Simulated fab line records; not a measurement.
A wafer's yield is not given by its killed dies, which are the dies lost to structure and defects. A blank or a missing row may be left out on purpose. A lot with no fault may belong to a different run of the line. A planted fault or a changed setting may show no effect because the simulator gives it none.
A lot that was struck, set against a sound lot    flow gf180mcu    43 out of 602 route steps
Sound: these wafers, L753.1, L753.2, L753.6. Wafers L763.1, L763.5, L763.6 were the ones struck. Last of all comes the cause.
At each step with rows: each side's tool, then ch and its chambers, then its first start. Under that, the readings that differ: sound wafers    struck wafers    difference of the means    sigmas: that difference in standard deviations of wafers without a fault.
alike: words and numbers the same on both sides, and readings whose means are apart by under 2 such deviations; not compared: readings that were withheld, readings missing a value for some wafer, numbers with overlapping values and no deviation given by the record, and bounds like >300 which may hide the same value.
Wherever a step has rows on one side only, a row that says differs or no value, or a row with sigmas, the two part there. Numbers that don't overlap but have no deviation are shown without sigmas and don't part them. Lack of a reading on every wafer of one side parts them only where that side has two or more wafers.

first, 3 steps without rows for these wafers: GF_STI_EXPOSE_09 (exposes mask COMP, target cd 220 nm); GF_STI_PEB_10 (peb time 90 s); GF_STI_DEVELOP_11 (develop time 60 s).
GF_STI_CD_MEAS_12: target cd 220 nm.
  sound on cd_sem-01 at day 3 02:53; struck on cd_sem-01 at day 5 12:06
reading     sound              struck             difference  sigmas
cd_nm (nm)  218.3 217.5 218.5  221.4 220.2 221.0  +2.8        +2
GF_STI_ETCH_13: etches the open film in CHF3/O2, stops on Si, target depth 282.31 nm, time 112.9 s.
  sound on rie_diel-01 ch 1,2, day 3 03:00; struck on rie_diel-02 ch 0,1,2, day 5 12:13
  alike: drypump_motor_current_A, oes_product_au, throttle_valve_pct
  not compared: rf_hours_counter_h
GF_STI_ETCH_14: etches Si in HBr/Cl2/O2, target depth 360 nm, time 102.9 s.
  sound on rie_si-01 ch 0,1,2, day 3 03:05; struck on rie_si-01 ch 0,1,2, day 5 12:18
  alike: drypump_motor_current_A, oes_product_au, throttle_valve_pct
  not compared: rf_hours_counter_h
GF_STI_STRIP_15: strips in O2/N2.
  sound on plasma_asher-03 ch 0,1, day 3 03:09; struck on plasma_asher-01 ch 0,1, day 5 12:22
  alike: drypump_motor_current_A, heater_power_w, oes_product_au, strip_time_to_endpoint_s
  not compared: rf_hours_counter_h
then, 5 steps without rows for these wafers: GF_STI_CLEAN_16 (cleans in dHF, time 25 s); GF_STI_WET_ETCH_17 (etches Si3N4 in H3PO4, target depth 45 nm, time 514 s); GF_STI_CLEAN_18 (cleans in SC1/SC2, time 150 s); GF_STI_CLEAN_19 (cleans in dHF, time 20 s); GF_STI_WET_ETCH_20 (etches SiO2 in dHF, target depth 20 nm, time 400 s).
GF_STI_OXIDATION_21: stabilise 600 s, purge 300 s, target thk 15 nm.
  sound on furnace-02 ch 0, day 3 03:43; struck on furnace-02 ch 0, day 5 12:55
  alike: spike_tc_bottom_C, zone_power_bottom_pct, zone_power_centre_pct, zone_power_top_pct
GF_STI_THK_MEAS_22:
  sound on film_metro-03 at day 3 04:50; struck on film_metro-03 at day 5 14:03
  alike: STI_OXIDATION_01_THK
then, 1 step without rows for these wafers: GF_STI_CVD_23 (deposits SiO2, target thk 650 nm, time 108.3 s).
GF_STI_THK_MEAS_24:
  sound on film_metro-02 at day 3 04:58; struck on film_metro-04 at day 5 14:11
  alike: STI_CVD_23_THK
GF_STI_CMP_25: polishes, stops on Si3N4, t overpolish 33 s, target thk 524.6 nm.
  sound on cmp-02 ch 0,2,3, day 3 05:08; struck on cmp-02 ch 0,3, day 5 14:28
  alike: motor_current_A, overpolish_run_s, time_to_endpoint_s
then, 4 steps without rows for these wafers: GF_STI_WET_ETCH_26 (etches SiO2 in dHF, target depth 94 nm, time 188 s); GF_STI_WET_ETCH_27 (etches Si3N4 in H3PO4, target depth 160 nm, time 1825 s); GF_STI_WET_ETCH_28 (etches SiO2 in dHF, target depth 20 nm, time 40 s); GF_STI_OXIDATION_29 (stabilise 600 s, purge 300 s, target thk 10 nm).
GF_STI_THK_MEAS_30:
  sound on film_metro-02 at day 3 07:19; struck on film_metro-04 at day 5 17:00
  alike: STI_OXIDATION_02_THK
then, 8 steps without rows for these wafers: GF_DNWELL_DEHYDRATE_00 (time 60 s); GF_DNWELL_HMDS_01 (prime time 60 s); GF_DNWELL_COAT_02 (resist thk 3000 nm); GF_DNWELL_SOFTBAKE_03; GF_DNWELL_EXPOSE_04 (exposes mask DNWELL, target cd 1700 nm); GF_DNWELL_PEB_05; GF_DNWELL_DEVELOP_06 (develop time 60 s); GF_DNWELL_IMPLANT_07.
GF_DNWELL_STRIP_08: strips in O2/N2.
  sound on plasma_asher-03 ch 0,1, day 3 20:14; struck on plasma_asher-01 ch 0,1, day 6 07:30
  alike: drypump_motor_current_A, heater_power_w, oes_product_au, strip_time_to_endpoint_s
  not compared: rf_hours_counter_h
GF_DNWELL_TW_MEAS_09:
  sound on film_metro-03 at day 3 20:20; struck on film_metro-03 at day 6 07:36
  alike: DNWELL_TW
then, 7 steps without rows for these wafers: GF_NWELL_DEHYDRATE_00 (time 60 s); GF_NWELL_HMDS_01 (prime time 60 s); GF_NWELL_COAT_02 (resist thk 3000 nm); GF_NWELL_SOFTBAKE_03; GF_NWELL_EXPOSE_04 (exposes mask Nwell, target cd 860 nm); GF_NWELL_PEB_05; GF_NWELL_DEVELOP_06 (develop time 60 s).
GF_NWELL_OVL_MEAS_07:
  sound on overlay-02 at day 4 08:39; struck on overlay-02 at day 6 22:54
  alike: NWELL_OVL
then, 2 steps without rows for these wafers: GF_NWELL_IMPLANT_08; GF_NWELL_IMPLANT_09.
-- the record jumps here: 27 days lie between the struck wafers' starts before and after (it left off in module NWELL and takes up again in module PASSIVATION, whose first step shown is number 602 of the route) --
GF_PASSIVATION_PROBE_99:
  record: rows for the struck wafers here (prober-01, day 33 11:34), none for the sound ones

== WHERE THEY PART ==
First at GF_STI_CD_MEAS_12; last, within this record, at GF_PASSIVATION_PROBE_99.

WHY: the cause the simulator had injected
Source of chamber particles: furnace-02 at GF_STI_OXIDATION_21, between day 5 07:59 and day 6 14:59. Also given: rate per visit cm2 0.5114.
